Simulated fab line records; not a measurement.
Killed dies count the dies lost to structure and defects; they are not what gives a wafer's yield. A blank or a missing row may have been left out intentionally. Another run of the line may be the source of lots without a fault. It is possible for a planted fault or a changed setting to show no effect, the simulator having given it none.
fab line records	flow sky130	part 1 of 2: steps 1 to 30 of 41
[record] lots = 5	wafers = 15	last_day = 50
route steps=708 shown SD_P@326 RES_XHIGH@332 SD_N@342 SALICIDE@361 LI_CONTACT@362
lots that met no fault: taken from a fault-free run of the same line
start_h: hours from the record's first day to the start of the lot's first wafer shown	wait_h: hours since the lot's step before	" the same as in the row above	L1.1+2: one row covering several wafers at once	- no value present, or no start provided	* or withheld: withheld	< > ~ a bound
route shown NAME@n: NAME is a module with steps in the file, n the number in the route of the first one	usual: the fault-free wafers' mean and standard deviation	same: alike in all rows	chamber/n: place in a boat	sites: each site's reading	_std_site: the values' standard deviation	_edge_site: the outer-site mean with the inner-site mean subtracted	radius_mm: how far each site lies from the wafer's centre	mask NAME#n: copy n	behind: tool/chamber where the wafer was last shaped	hold: the reason the lot was held/the length of the hold in hours/how it ended	device: transistor that didn't switch, given as n, p or np	end of line: tests run on the same wafers once the route is complete	where a step has no rows: the recipe by itself	killed: at the first sort, the dies lost to defects and structure; wafer yield is something else	map: dies across one wafer; x = killed, . = not, _ = none there
set.NAME: setting as actually run; set.NAME@STEP: the setting as run at that earlier step	model.NAME: the simulator's own value behind a step, which no gauge read
lots at selected steps of the route; one table per step, one row per wafer
services: the hour from which a tool's chamber was out of use, counted from the record's first day as start_h (under 0 if before that day), plus the number of hours and why
[[steps]]
[step SKY_SD_P_DEVELOP_06]
[recipe] resist = NOVOLAK	developer = TMAH	develop_time_s = 60	dev_temp_c = 23
[same] develop_time_s = 60
lot.wafer	tool	chamber	start_h	wait_h
L078.1+2+3	litho_track-02	0	626.80	0.1
L088.3+4+6	litho_track-02	0	695.30	0.1
L092.1+5+6	litho_track-02	0	740.25	0.1
L095.2+3+4	litho_track-02	0	758.82	0.1
L097.1+2+6	litho_track-02	0	771.95	0.1
[step SKY_SD_P_CD_MEAS_07]
[recipe] target_cd_nm = 380
[usual] cd_nm = 379.7/2.5
lot.wafer	tool	chamber	start_h	wait_h	cd_nm
L078.1	cd_sem-02	-	626.95	0.1	382.8
L078.2	"	-	"	"	383.7
L078.3	"	-	"	"	382.4
L088.3	cd_sem-02	-	695.44	0.1	381.9
L088.4	"	-	"	"	378.3
L088.6	"	-	"	"	379.1
L092.1	cd_sem-01	-	740.40	0.1	381.4
L092.5	"	-	"	"	379.3
L092.6	"	-	"	"	379.5
L095.2	cd_sem-01	-	758.97	0.1	378.5
L095.3	"	-	"	"	376.5
L095.4	"	-	"	"	375.4
L097.1	cd_sem-02	-	772.10	0.1	381.9
L097.2	"	-	"	"	380.6
L097.6	"	-	"	"	380.3
[step SKY_SD_P_OVL_MEAS_08]
[usual] SD_P_OVL = -0.2/1.4
lot.wafer	tool	chamber	start_h	wait_h	SD_P_OVL[nm]
L078.1	overlay-02	-	627.07	0.1	-0.4
L078.2	"	-	"	"	1.3
L078.3	"	-	"	"	1.6
L088.3	overlay-02	-	695.53	0.1	2.0
L088.4	"	-	"	"	0.0
L088.6	"	-	"	"	0.7
L092.1	overlay-02	-	740.52	0.1	-0.6
L092.5	"	-	"	"	0.1
L092.6	"	-	"	"	-0.9
L095.2	overlay-02	-	759.07	0.1	0.9
L095.3	"	-	"	"	1.7
L095.4	"	-	"	"	-1.9
L097.1	overlay-01	-	772.22	0.1	-1.9
L097.2	"	-	"	"	-4.0
L097.6	"	-	"	"	-0.5
[step SKY_SD_P_IMPLANT_09]
[recipe] species = BF2	energy_kev = 20	dose_cm2 = 3e+15	tilt_deg = 0
[usual] dose_ions_cm2 = 3e+15/3.1e+12
lot.wafer	tool	chamber	start_h	wait_h	dose_ions_cm2
L078.1	implanter-02	0	627.10	0.0	2.998e+15
L078.2	"	0	"	"	2.999e+15
L078.3	"	0	"	"	3.003e+15
L088.3	implanter-03	0	695.60	0.1	3.005e+15
L088.4	"	0	"	"	3.001e+15
L088.6	"	0	"	"	3.003e+15
L092.1	implanter-03	0	740.55	0.0	2.995e+15
L092.5	"	0	"	"	3e+15
L092.6	"	0	"	"	2.996e+15
L095.2	implanter-03	0	759.13	0.0	2.996e+15
L095.3	"	0	"	"	2.998e+15
L095.4	"	0	"	"	2.997e+15
L097.1	implanter-02	0	772.25	0.0	2.998e+15
L097.2	"	0	"	"	2.992e+15
L097.6	"	0	"	"	2.996e+15
[step SKY_SD_P_STRIP_10]
[recipe] chemistry = O2/N2	power_w = 1400	pressure_mtorr = 1500	platen_temp_c = withheld	o2_flow_sccm = 3000	n2_flow_sccm = 300	overash_fraction = 0.5
[usual] drypump_motor_current_A = 6.1/0.32	oes_product_au = 0.618/0.0048	strip_time_to_endpoint_s = 17.50/0.036
lot.wafer	tool	chamber	start_h	wait_h	drypump_motor_current_A	oes_product_au	rf_hours_counter_h	strip_time_to_endpoint_s
L078.1	plasma_asher-03	1	627.25	0.1	6.1	0.621	79	17.48
L078.2	"	0	"	"	6.4	0.613	79	17.46
L078.3	"	1	"	"	6.1	0.616	-	17.44
L088.3	plasma_asher-02	0	695.74	0.1	6.0	0.618	-	17.47
L088.4	"	1	"	"	6.2	0.615	-	17.46
L088.6	"	0	"	"	6.0	0.613	-	17.44
L092.1	plasma_asher-03	1	740.70	0.1	6.1	0.619	91	17.50
L092.5	"	0	"	"	6.4	0.612	-	17.49
L092.6	"	1	"	"	6.1	0.618	-	17.48
L095.2	plasma_asher-02	0	759.25	0.1	5.9	0.613	60	17.57
L095.3	"	0	"	"	5.9	0.624	-	17.53
L095.4	"	1	"	"	6.2	0.620	-	17.54
L097.1	plasma_asher-02	1	772.40	0.1	6.2	0.617	61	17.48
L097.2	"	0	"	"	6.0	0.619	61	17.50
L097.6	"	0	"	"	5.9	0.627	-	17.49
[step SKY_SD_P_TW_MEAS_11]
[usual] SD_P_TW = 2820/21
lot.wafer	tool	chamber	start_h	wait_h	SD_P_TW
L078.1	film_metro-03	-	627.35	0.1	2832
L078.2	"	-	"	"	2835
L078.3	"	-	"	"	2846
L088.3	film_metro-02	-	695.82	0.1	2804
L088.4	"	-	"	"	2814
L088.6	"	-	"	"	2811
L092.1	film_metro-03	-	740.80	0.1	2854
L092.5	"	-	"	"	2848
L092.6	"	-	"	"	2842
L095.2	film_metro-01	-	759.36	0.1	2798
L095.3	"	-	"	"	2815
L095.4	"	-	"	"	2809
L097.1	film_metro-01	-	772.50	0.1	2778
L097.2	"	-	"	"	2786
L097.6	"	-	"	"	2790
[step SKY_RES_XHIGH_DEHYDRATE_00]
[recipe] temp_c = 200	time_s = 60
lot.wafer	tool	chamber	start_h	wait_h
L078.1+2+3	litho_track-02	0	640.95	13.6
L088.3+4+6	litho_track-01	0	708.43	12.6
L092.1+5+6	litho_track-03	0	753.57	12.8
L095.2+3+4	litho_track-01	0	772.20	12.8
L097.1+2+6	litho_track-02	0	785.45	12.9
[step SKY_RES_XHIGH_HMDS_01]
[recipe] prime_time_s = 60	prime_temp_c = 120
lot.wafer	tool	chamber	start_h	wait_h
L078.1+2+3	litho_track-02	0	641.10	0.1
L088.3+4+6	litho_track-01	0	708.58	0.1
L092.1+5+6	litho_track-03	0	753.72	0.1
L095.2+3+4	litho_track-01	0	772.35	0.1
L097.1+2+6	litho_track-02	0	785.60	0.1
[step SKY_RES_XHIGH_COAT_02]
[recipe] resist = NOVOLAK	spin_rpm = 3000	resist_thk_nm = 1140
[usual] dispense_pressure_kPa = 50.0/0.6
lot.wafer	tool	chamber	start_h	wait_h	dispense_pressure_kPa
L078.1	litho_track-02	0	641.25	0.1	50.8
L078.2	"	0	"	"	50.8
L078.3	"	0	"	"	50.8
L088.3	litho_track-01	0	708.73	0.1	49.3
L088.4	"	0	"	"	49.3
L088.6	"	0	"	"	49.3
L092.1	litho_track-03	0	753.87	0.1	49.9
L092.5	"	0	"	"	49.9
L092.6	"	0	"	"	49.9
L095.2	litho_track-01	0	772.50	0.1	49.2
L095.3	"	0	"	"	49.2
L095.4	"	0	"	"	49.2
L097.1	litho_track-02	0	785.75	0.1	50.8
L097.2	"	0	"	"	50.7
L097.6	"	0	"	"	50.8
[step SKY_RES_XHIGH_SOFTBAKE_03]
[recipe] temp_c = 90	time_s = 60	resist = NOVOLAK
lot.wafer	tool	chamber	start_h	wait_h
L078.1+2+3	litho_track-02	0	641.40	0.1
L088.3+4+6	litho_track-01	0	708.88	0.1
L092.1+5+6	litho_track-03	0	754.02	0.1
L095.2+3+4	litho_track-01	0	772.65	0.1
L097.1+2+6	litho_track-02	0	785.90	0.1
[step SKY_RES_XHIGH_EXPOSE_04]
[recipe] mask_id = URPM	na = 0.6	source_shape = conventional	sigma_outer = 0.6	polarization = unpolarized	target_cd_nm = 1270	dose_mj = 140
[usual] reticle_temp_C = 23.00/0.09
lot.wafer	tool	chamber	start_h	wait_h	mask	reticle_temp_C
L078.1	iline_stepper-01	0	-	-	URPM#0	23.00
L078.2	"	0	"	"	URPM#0	23.04
L078.3	"	0	"	"	URPM#0	23.08
L088.3	iline_stepper-02	0	-	-	URPM#0	22.94
L088.4	"	0	"	"	URPM#0	23.00
L088.6	"	0	"	"	URPM#0	23.02
L092.1	iline_stepper-01	0	-	-	URPM#0	23.05
L092.5	"	0	"	"	URPM#0	23.06
L092.6	"	0	"	"	URPM#0	23.03
L095.2	iline_stepper-01	0	-	-	URPM#0	22.96
L095.3	"	0	"	"	URPM#0	23.01
L095.4	"	0	"	"	URPM#0	23.05
L097.1	iline_stepper-01	0	-	-	URPM#0	22.87
L097.2	"	0	"	"	URPM#0	23.13
L097.6	"	0	"	"	URPM#0	23.05
[step SKY_RES_XHIGH_PEB_05]
[recipe] temp_c = withheld	time_s = *	resist = NOVOLAK
lot.wafer	tool	chamber	start_h	wait_h
L078.1+2+3	litho_track-01	0	-	-
L088.3+4+6	litho_track-02	0	-	-
L092.1+5+6	litho_track-03	0	-	-
L095.2+3+4	litho_track-02	0	-	-
L097.1+2+6	litho_track-03	0	-	-
[step SKY_RES_XHIGH_DEVELOP_06]
[recipe] resist = NOVOLAK	developer = TMAH	develop_time_s = 60	dev_temp_c = 23
[same] develop_time_s = 60
lot.wafer	tool	chamber	start_h	wait_h
L078.1+2+3	litho_track-01	0	655.68	0.1
L088.3+4+6	litho_track-02	0	723.15	0.1
L092.1+5+6	litho_track-03	0	766.97	0.1
L095.2+3+4	litho_track-02	0	786.22	0.1
L097.1+2+6	litho_track-03	0	798.17	0.1
[step SKY_RES_XHIGH_IMPLANT_07]
[recipe] species = BF2	energy_kev = 20	dose_cm2 = 3.6e+14	tilt_deg = 0
[usual] dose_ions_cm2 = 3.6e+14/3.9e+11
lot.wafer	tool	chamber	start_h	wait_h	dose_ions_cm2
L078.1	implanter-01	0	655.83	0.1	3.591e+14
L078.2	"	0	"	"	3.594e+14
L078.3	"	0	"	"	3.6e+14
L088.3	implanter-01	0	723.30	0.1	3.598e+14
L088.4	"	0	"	"	3.597e+14
L088.6	"	0	"	"	3.596e+14
L092.1	implanter-03	0	767.12	0.1	3.601e+14
L092.5	"	0	"	"	3.602e+14
L092.6	"	0	"	"	3.598e+14
L095.2	implanter-03	0	786.37	0.1	3.604e+14
L095.3	"	0	"	"	3.604e+14
L095.4	"	0	"	"	3.602e+14
L097.1	implanter-03	0	798.32	0.1	3.599e+14
L097.2	"	0	"	"	3.605e+14
L097.6	"	0	"	"	3.608e+14
[step SKY_RES_XHIGH_STRIP_08]
[recipe] chemistry = O2/N2	power_w = 1400	pressure_mtorr = 1500	platen_temp_c = withheld	o2_flow_sccm = 3000	n2_flow_sccm = 300	overash_fraction = 0.5
[usual] drypump_motor_current_A = 6.14/0.19	oes_product_au = 0.711/0.0048	strip_time_to_endpoint_s = 14.28/0.048
lot.wafer	tool	chamber	start_h	wait_h	drypump_motor_current_A	oes_product_au	rf_hours_counter_h	strip_time_to_endpoint_s
L078.1	plasma_asher-02	1	655.98	0.1	6.15	0.711	50	14.32
L078.2	"	0	"	"	5.97	0.713	50	14.33
L078.3	"	0	"	"	5.98	0.711	-	14.31
L088.3	plasma_asher-02	1	723.43	0.1	6.14	0.708	-	14.20
L088.4	"	0	"	"	5.97	0.707	-	14.20
L088.6	"	1	"	"	6.15	0.704	-	14.26
L092.1	plasma_asher-02	1	767.27	0.1	6.15	0.717	61	14.29
L092.5	"	0	"	"	5.99	0.712	-	14.25
L092.6	"	1	"	"	6.14	0.707	-	14.29
L095.2	plasma_asher-03	1	786.50	0.1	6.09	0.713	95	14.31
L095.3	"	0	"	"	6.45	0.710	-	14.31
L095.4	"	1	"	"	6.09	0.709	-	14.29
L097.1	plasma_asher-04	1	798.47	0.1	6.32	0.715	36	14.25
L097.2	"	0	"	"	5.92	0.704	36	14.28
L097.6	"	1	"	"	6.32	0.710	-	14.23
[step SKY_RES_XHIGH_TW_MEAS_09]
[usual] RES_XHIGH_TW = 1634/15
lot.wafer	tool	chamber	start_h	wait_h	RES_XHIGH_TW
L078.1	film_metro-01	-	656.08	0.1	1610
L078.2	"	-	"	"	1619
L078.3	"	-	"	"	1613
L088.3	film_metro-02	-	723.52	0.1	1632
L088.4	"	-	"	"	1636
L088.6	"	-	"	"	1640
L092.1	film_metro-02	-	767.37	0.1	1644
L092.5	"	-	"	"	1644
L092.6	"	-	"	"	1647
L095.2	film_metro-02	-	786.61	0.1	1636
L095.3	"	-	"	"	1637
L095.4	"	-	"	"	1639
L097.1	film_metro-01	-	798.57	0.1	1610
L097.2	"	-	"	"	1607
L097.6	"	-	"	"	1612
[step SKY_SD_N_DEHYDRATE_00]
[recipe] temp_c = 200	time_s = 60
lot.wafer	tool	chamber	start_h	wait_h
L078.1+2+3	litho_track-01	0	669.28	13.2
L088.3+4+6	litho_track-02	0	735.85	12.3
L092.1+5+6	litho_track-01	0	781.53	14.1
L095.2+3+4	litho_track-02	0	798.77	12.2
L097.1+2+6	litho_track-02	0	811.50	12.9
[step SKY_SD_N_HMDS_01]
[recipe] prime_time_s = 60	prime_temp_c = 120
lot.wafer	tool	chamber	start_h	wait_h
L078.1+2+3	litho_track-01	0	669.43	0.1
L088.3+4+6	litho_track-02	0	736.00	0.1
L092.1+5+6	litho_track-01	0	781.68	0.1
L095.2+3+4	litho_track-02	0	798.92	0.1
L097.1+2+6	litho_track-02	0	811.65	0.1
[step SKY_SD_N_COAT_02]
[recipe] resist = NOVOLAK	spin_rpm = 3000	resist_thk_nm = 1140
[usual] dispense_pressure_kPa = 50.9/1.2
lot.wafer	tool	chamber	start_h	wait_h	dispense_pressure_kPa
L078.1	litho_track-01	0	669.58	0.1	49.3
L078.2	"	0	"	"	49.3
L078.3	"	0	"	"	49.3
L088.3	litho_track-02	0	736.15	0.1	50.9
L088.4	"	0	"	"	50.9
L088.6	"	0	"	"	50.8
L092.1	litho_track-01	0	781.83	0.1	49.2
L092.5	"	0	"	"	49.2
L092.6	"	0	"	"	49.2
L095.2	litho_track-02	0	799.07	0.1	50.8
L095.3	"	0	"	"	50.7
L095.4	"	0	"	"	50.8
L097.1	litho_track-02	0	811.80	0.1	50.8
L097.2	"	0	"	"	50.8
L097.6	"	0	"	"	50.7
[step SKY_SD_N_SOFTBAKE_03]
[recipe] temp_c = 90	time_s = 60	resist = NOVOLAK
lot.wafer	tool	chamber	start_h	wait_h
L078.1+2+3	litho_track-01	0	669.73	0.1
L088.3+4+6	litho_track-02	0	736.30	0.1
L092.1+5+6	litho_track-01	0	781.98	0.1
L095.2+3+4	litho_track-02	0	799.22	0.1
L097.1+2+6	litho_track-02	0	811.95	0.1
[step SKY_SD_N_EXPOSE_04]
[recipe] mask_id = NSDM	na = 0.6	source_shape = conventional	sigma_outer = 0.6	polarization = unpolarized	target_cd_nm = 380	dose_mj = 141
[usual] reticle_temp_C = 22.99/0.096
lot.wafer	tool	chamber	start_h	wait_h	mask	reticle_temp_C
L078.1	iline_stepper-02	0	-	-	NSDM#0	23.10
L078.2	"	0	"	"	NSDM#0	23.12
L078.3	"	0	"	"	NSDM#0	23.07
L088.3	iline_stepper-02	0	-	-	NSDM#0	23.13
L088.4	"	0	"	"	NSDM#0	23.03
L088.6	"	0	"	"	NSDM#0	23.07
L092.1	iline_stepper-02	0	-	-	NSDM#0	23.11
L092.5	"	0	"	"	NSDM#0	22.94
L092.6	"	0	"	"	NSDM#0	22.92
L095.2	iline_stepper-02	0	-	-	NSDM#0	22.98
L095.3	"	0	"	"	NSDM#0	22.87
L095.4	"	0	"	"	NSDM#0	22.87
L097.1	iline_stepper-01	0	-	-	NSDM#0	23.00
L097.2	"	0	"	"	NSDM#0	23.03
L097.6	"	0	"	"	NSDM#0	23.13
[step SKY_SD_N_PEB_05]
[recipe] temp_c = withheld	time_s = *	resist = NOVOLAK
lot.wafer	tool	chamber	start_h	wait_h
L078.1+2+3	litho_track-04	0	-	-
L088.3+4+6	litho_track-02	0	-	-
L092.1+5+6	litho_track-04	0	-	-
L095.2+3+4	litho_track-02	0	-	-
L097.1+2+6	litho_track-04	0	-	-
[step SKY_SD_N_DEVELOP_06]
[recipe] resist = NOVOLAK	developer = TMAH	develop_time_s = 60	dev_temp_c = 23
[same] develop_time_s = 60
lot.wafer	tool	chamber	start_h	wait_h
L078.1+2+3	litho_track-04	0	684.00	0.1
L088.3+4+6	litho_track-02	0	750.30	0.1
L092.1+5+6	litho_track-04	0	795.15	0.1
L095.2+3+4	litho_track-02	0	812.62	0.1
L097.1+2+6	litho_track-04	0	824.45	0.1
[step SKY_SD_N_CD_MEAS_07]
[recipe] target_cd_nm = 380
[usual] cd_nm = 379.9/2.6
lot.wafer	tool	chamber	start_h	wait_h	cd_nm
L078.1	cd_sem-01	-	684.15	0.1	382.2
L078.2	"	-	"	"	378.8
L078.3	"	-	"	"	381.8
L088.3	cd_sem-02	-	750.44	0.1	371.8
L088.4	"	-	"	"	375.2
L088.6	"	-	"	"	373.5
L092.1	cd_sem-02	-	795.30	0.1	378.1
L092.5	"	-	"	"	381.1
L092.6	"	-	"	"	379.3
L095.2	cd_sem-02	-	812.77	0.1	381.9
L095.3	"	-	"	"	380.9
L095.4	"	-	"	"	382.0
L097.1	cd_sem-01	-	824.60	0.1	383.0
L097.2	"	-	"	"	383.6
L097.6	"	-	"	"	380.7
[step SKY_SD_N_OVL_MEAS_08]
[usual] SD_N_OVL = -0.1/1.5
lot.wafer	tool	chamber	start_h	wait_h	SD_N_OVL[nm]
L078.1	overlay-02	-	684.27	0.1	-3.9
L078.2	"	-	"	"	-2.1
L078.3	"	-	"	"	-1.3
L088.3	overlay-02	-	750.53	0.1	2.0
L088.4	"	-	"	"	0.2
L088.6	"	-	"	"	1.9
L092.1	overlay-01	-	795.42	0.1	0.2
L092.5	"	-	"	"	0.9
L092.6	"	-	"	"	2.7
L095.2	overlay-02	-	812.87	0.1	2.1
L095.3	"	-	"	"	4.0
L095.4	"	-	"	"	2.4
L097.1	overlay-01	-	824.72	0.1	-0.9
L097.2	"	-	"	"	-1.7
L097.6	"	-	"	"	-1.4
[step SKY_SD_N_IMPLANT_09]
[recipe] species = As	energy_kev = 50	dose_cm2 = 4e+15	tilt_deg = 0
[usual] dose_ions_cm2 = 4e+15/4.5e+12
lot.wafer	tool	chamber	start_h	wait_h	dose_ions_cm2
L078.1	implanter-04	0	684.30	0.0	4e+15
L078.2	"	0	"	"	4e+15
L078.3	"	0	"	"	4.004e+15
L088.3	implanter-01	0	750.60	0.1	3.993e+15
L088.4	"	0	"	"	4.001e+15
L088.6	"	0	"	"	3.992e+15
L092.1	implanter-04	0	795.45	0.0	4.001e+15
L092.5	"	0	"	"	3.999e+15
L092.6	"	0	"	"	3.99e+15
L095.2	implanter-01	0	812.93	0.0	4.014e+15
L095.3	"	0	"	"	4.01e+15
L095.4	"	0	"	"	4.005e+15
L097.1	implanter-02	0	824.75	0.0	4.003e+15
L097.2	"	0	"	"	4.003e+15
L097.6	"	0	"	"	3.995e+15
[step SKY_SD_N_IMPLANT_10]
[recipe] species = P	energy_kev = 20	dose_cm2 = 1e+14	tilt_deg = 0
[usual] dose_ions_cm2 = 1.0001e+14/1.1e+11
lot.wafer	tool	chamber	start_h	wait_h	dose_ions_cm2
L078.1	implanter-04	0	684.45	0.1	9.979e+13
L078.2	"	0	"	"	9.998e+13
L078.3	"	0	"	"	9.986e+13
L088.3	implanter-01	0	750.75	0.1	1.0015e+14
L088.4	"	0	"	"	1.0006e+14
L088.6	"	0	"	"	9.997e+13
L092.1	implanter-04	0	795.60	0.1	1.0003e+14
L092.5	"	0	"	"	1.0001e+14
L092.6	"	0	"	"	1.0005e+14
L095.2	implanter-01	0	813.08	0.1	1.0001e+14
L095.3	"	0	"	"	9.99e+13
L095.4	"	0	"	"	1.0012e+14
L097.1	implanter-02	0	824.90	0.1	1.0008e+14
L097.2	"	0	"	"	9.991e+13
L097.6	"	0	"	"	9.983e+13
[step SKY_SD_N_STRIP_11]
[recipe] chemistry = O2/N2	power_w = 1400	pressure_mtorr = 1500	platen_temp_c = withheld	o2_flow_sccm = 3000	n2_flow_sccm = 300	overash_fraction = 0.5
[usual] drypump_motor_current_A = 5.9/0.37	oes_product_au = 0.528/0.0047	strip_time_to_endpoint_s = 22.55/0.05
lot.wafer	tool	chamber	start_h	wait_h	drypump_motor_current_A	oes_product_au	rf_hours_counter_h	strip_time_to_endpoint_s
L078.1	plasma_asher-04	0	684.60	0.1	5.9	0.531	25	22.59
L078.2	"	1	"	"	6.3	0.532	25	22.53
L078.3	"	0	"	"	5.9	0.527	-	22.53
L088.3	plasma_asher-01	0	750.89	0.1	5.1	0.535	-	22.59
L088.4	"	1	"	"	6.1	0.529	-	22.59
L088.6	"	0	"	"	5.1	0.526	-	22.59
L092.1	plasma_asher-01	0	795.75	0.1	5.1	0.527	5	22.54
L092.5	"	0	"	"	5.1	0.521	-	22.53
L092.6	"	1	"	"	6.1	0.520	-	22.59
L095.2	plasma_asher-01	1	813.20	0.1	6.1	0.529	7	22.50
L095.3	"	0	"	"	5.1	0.531	-	22.46
L095.4	"	1	"	"	6.1	0.530	-	22.49
L097.1	plasma_asher-02	0	825.05	0.1	6.0	0.535	67	22.55
L097.2	"	1	"	"	6.1	0.525	67	22.57
L097.6	"	1	"	"	6.1	0.530	-	22.56
[step SKY_SD_N_TW_MEAS_12]
[usual] SD_N_TW = 3987/23
lot.wafer	tool	chamber	start_h	wait_h	SD_N_TW
L078.1	film_metro-01	-	684.70	0.1	3960
L078.2	"	-	"	"	3942
L078.3	"	-	"	"	3945
L088.3	film_metro-02	-	750.97	0.1	4005
L088.4	"	-	"	"	4007
L088.6	"	-	"	"	4028
L092.1	film_metro-03	-	795.85	0.1	3979
L092.5	"	-	"	"	3991
L092.6	"	-	"	"	3970
L095.2	film_metro-03	-	813.31	0.1	3982
L095.3	"	-	"	"	3972
L095.4	"	-	"	"	3969
L097.1	film_metro-02	-	825.15	0.1	4004
L097.2	"	-	"	"	3991
L097.6	"	-	"	"	3997
[step SKY_SD_N_CLEAN_13]
[recipe] chemistry = SC1/SC2	mix = 1:4:20	temp_c = 70	time_s = 150	dry = n2_spin
lot.wafer	tool	chamber	start_h	wait_h
L078.1+2+3	wet_bench-01	2	684.76	0.1
L088.3+4+6	wet_bench-02	3	751.01	0.0
L092.1+5+6	wet_bench-03	1	795.91	0.1
L095.2+3+4	wet_bench-03	0	813.36	0.0
L097.1+2+6	wet_bench-01	3	825.21	0.1
